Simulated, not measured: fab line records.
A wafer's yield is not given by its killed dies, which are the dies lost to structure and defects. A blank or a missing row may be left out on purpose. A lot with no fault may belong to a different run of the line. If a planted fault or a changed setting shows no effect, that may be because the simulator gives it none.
A sampling plan put to the test / flow sky130 / 6 faults told of in these records, all on one fab line, each judged by the records of the lots it struck
What counts as the plan is the set of the line's own looks, namely the steps on the route at which a gauge or an inspection reads a wafer and does not change it. A look can be judged if struck wafers have a number there and the file gives its usual mean and standard deviation on fault-free wafers. Caught: a look later than the fault's first step finds the struck wafers' mean 4 or more of those standard deviations (sigma) from the usual mean. On the tool: the identical test, applied to the tool's own readings at the steps of the fault. Another recipe on the struck wafers, or a record that is blank for them alone, also counts as caught.

## THE FAULTS, as the simulator had put them in
1. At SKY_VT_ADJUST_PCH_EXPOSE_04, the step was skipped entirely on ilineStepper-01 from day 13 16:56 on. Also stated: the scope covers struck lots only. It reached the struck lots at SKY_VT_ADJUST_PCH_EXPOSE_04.
2. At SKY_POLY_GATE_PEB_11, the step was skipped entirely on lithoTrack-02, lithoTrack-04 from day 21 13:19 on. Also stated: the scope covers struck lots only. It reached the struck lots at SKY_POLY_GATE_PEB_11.
3. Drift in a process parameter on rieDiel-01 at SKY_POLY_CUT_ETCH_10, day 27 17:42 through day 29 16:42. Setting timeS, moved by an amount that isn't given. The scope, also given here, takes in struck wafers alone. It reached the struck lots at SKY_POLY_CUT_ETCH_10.
4. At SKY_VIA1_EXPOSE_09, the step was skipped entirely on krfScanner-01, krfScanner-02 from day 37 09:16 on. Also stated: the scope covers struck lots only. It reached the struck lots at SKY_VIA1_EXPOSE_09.
5. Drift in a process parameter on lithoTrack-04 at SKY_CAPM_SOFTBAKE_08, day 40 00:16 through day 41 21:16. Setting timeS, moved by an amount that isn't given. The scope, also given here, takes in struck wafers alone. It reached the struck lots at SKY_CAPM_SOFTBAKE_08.
6. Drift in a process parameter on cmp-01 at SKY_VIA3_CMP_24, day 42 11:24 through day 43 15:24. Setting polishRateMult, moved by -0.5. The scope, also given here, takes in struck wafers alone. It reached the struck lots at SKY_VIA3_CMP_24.

## WHAT THE PLAN SAW
fault=1; on the tool itself=no reading that can be judged; first look that catches it=no look after it can be judged; reading, sigma=-; median hours from its first step to that look=-; hours from the fault's start to the first struck lot there=-; judged looks passed uncaught=0
fault=2; on the tool itself=no reading that can be judged; first look that catches it=no look after it can be judged; reading, sigma=-; median hours from its first step to that look=-; hours from the fault's start to the first struck lot there=-; judged looks passed uncaught=0
fault=3; on the tool itself=oesProductAu +9.1 sigma; first look that catches it=not the one look that can be judged after it; reading, sigma=-; median hours from its first step to that look=-; hours from the fault's start to the first struck lot there=-; judged looks passed uncaught=1
fault=4; on the tool itself=no reading that can be judged; first look that catches it=no look after it can be judged; reading, sigma=-; median hours from its first step to that look=-; hours from the fault's start to the first struck lot there=-; judged looks passed uncaught=0
fault=5; on the tool itself=heaterPowerTotalW +23 sigma; first look that catches it=no look after it can be judged; reading, sigma=-; median hours from its first step to that look=-; hours from the fault's start to the first struck lot there=-; judged looks passed uncaught=0
fault=6; on the tool itself=overpolishRunS -99 or beyond sigma; first look that catches it=no look after it can be judged; reading, sigma=-; median hours from its first step to that look=-; hours from the fault's start to the first struck lot there=-; judged looks passed uncaught=0
Dash: fault not caught, or number not given in these records.

Caught at a look: 0 of 6. Caught on the tool: 3 of 6. By one or the other: 3 of 6.
Faults 3, 5, 6 were caught on the tool alone.
Caught by neither: faults 1, 2, 4.
